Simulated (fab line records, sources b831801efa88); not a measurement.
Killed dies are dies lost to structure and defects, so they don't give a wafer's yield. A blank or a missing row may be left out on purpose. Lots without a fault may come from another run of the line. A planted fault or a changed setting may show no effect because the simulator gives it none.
A struck lot beside a sound one | flow gf180mcu | 20 steps out of a route of 602
Sound: wafers L285.1, L285.2, L285.3. Struck: wafers L294.2, L294.4, L294.5. The cause comes at the end.
At each step with rows: each side's tool, then ch and its chambers, then its first start. Under that, the readings that differ: sound wafers | struck wafers | difference of the means | sigmas: that difference in standard deviations of wafers without a fault.
alike: readings whose means differ by less than 2 such deviations, and words and numbers that are the same on both sides. not compared: withheld readings, readings that some wafer has no value for, bounds like >300 that may hide the same value, and numbers for which the record gives no deviation and whose values overlap.
The two part at a step that has a row with sigmas, a row that says differs or no value, or rows on one side only. Numbers that don't overlap but have no deviation are shown without sigmas and don't part them. A reading that every wafer of one side lacks parts them only if that side has two wafers or more.

first, 6 steps without rows for these wafers: GF_M3_HMDS_08 (prime time 60 s); GF_M3_COAT_09 (resist thk 1000 nm); GF_M3_SOFTBAKE_10 (time 60 s); GF_M3_EXPOSE_11 (exposes mask Metal3, target cd 280 nm); GF_M3_PEB_12 (peb time 90 s); GF_M3_DEVELOP_13 (develop time 60 s).
GF_M3_CD_MEAS_14: target cd 280 nm.
  sound on cd_sem-02, day 23 03:06; struck on cd_sem-02, day 26 02:28
  reading    | sound             | struck            | difference | sigmas
  cd_nm (nm) | 277.6 279.8 278.4 | 281.8 282.5 280.5 | +3.0       | +2
GF_M3_OVL_MEAS_15:
  sound on overlay-01, day 23 03:13; struck on overlay-02, day 26 02:34
  alike: M3_OVL
GF_M3_METAL_ETCH_16: etches the open film in Cl2/BCl3, stops on SiO2, target depth 627.5 nm, time 104.6 s.
  sound on rie_metal-03 ch 0,1, day 23 03:16; struck on rie_metal-01 ch 0,1, day 26 02:36
  alike: drypump_motor_current_A, oes_product_au, throttle_valve_pct
  not compared: rf_hours_counter_h
GF_M3_STRIP_17: strips in O2/N2.
  sound on plasma_asher-03 ch 0,1, day 23 03:25; struck on plasma_asher-04 ch 0, day 26 02:43
  alike: drypump_motor_current_A, heater_power_w, oes_product_au, strip_time_to_endpoint_s
  not compared: rf_hours_counter_h
then, 2 steps without rows for these wafers: GF_M3_STRIP_18 (strips in post etch residue remover, time 1200 s); GF_M3_CLEAN_19 (cleans in DIW).
GF_V3_CVD_00: deposits SiO2, target thk 600 nm, time 100 s.
  sound on hdpcvd-01 ch 0,1,2, day 23 03:58; struck on hdpcvd-01 ch 0,1, day 26 03:29
GF_V3_THK_MEAS_01:
  sound on film_metro-04, day 23 04:02; struck on film_metro-02, day 26 03:35
  reading            | sound       | struck         | difference | sigmas
  V3_CVD_00_THK (nm) | 598 594 604 | 1179 1180 1194 | +586       | +77
GF_V3_CVD_02: deposits SiO2 from TEOS, target thk 850 nm, time 94.851 s.
  sound on pecvd-02 ch 0,1, day 23 04:05; struck on pecvd-01 ch 0,1,2, day 26 03:38
  alike: heater_power_outer_w, heater_power_w
GF_V3_THK_MEAS_03:
  sound on film_metro-03, day 23 04:11; struck on film_metro-04, day 26 03:43
  alike: V3_CVD_02_THK
GF_V3_CMP_04: polishes SiO2.
  sound on cmp-01 ch 1,2,3, day 23 04:15; struck on cmp-02 ch 1,2,3, day 26 03:49
  alike: motor_current_A, slurry_flow_ml_min, time_to_endpoint_s
GF_V3_BOW_MEAS_05:
  sound on film_metro-03, day 23 04:33; struck on film_metro-04, day 26 04:05
  reading     | sound      | struck      | difference | sigmas
  V3_BOW (um) | 127 117 97 | 127 139 133 | +19        | +2
then, 1 step without rows for these wafers: GF_V3_DEHYDRATE_06 (time 60 s).
-- the record jumps here: 7 days lie between the struck wafers' starts before and after (it left off in module V3 and takes up again in module PASSIVATION, whose first step shown is number 602 of the route) --
GF_PASSIVATION_PROBE_99:
  the record has rows for the struck wafers here (prober-02, day 32 21:16) and none for the sound ones

WHERE THEY PART
First at GF_M3_CD_MEAS_14; last, within this record, at GF_PASSIVATION_PROBE_99.

WHY: what the simulator had put in
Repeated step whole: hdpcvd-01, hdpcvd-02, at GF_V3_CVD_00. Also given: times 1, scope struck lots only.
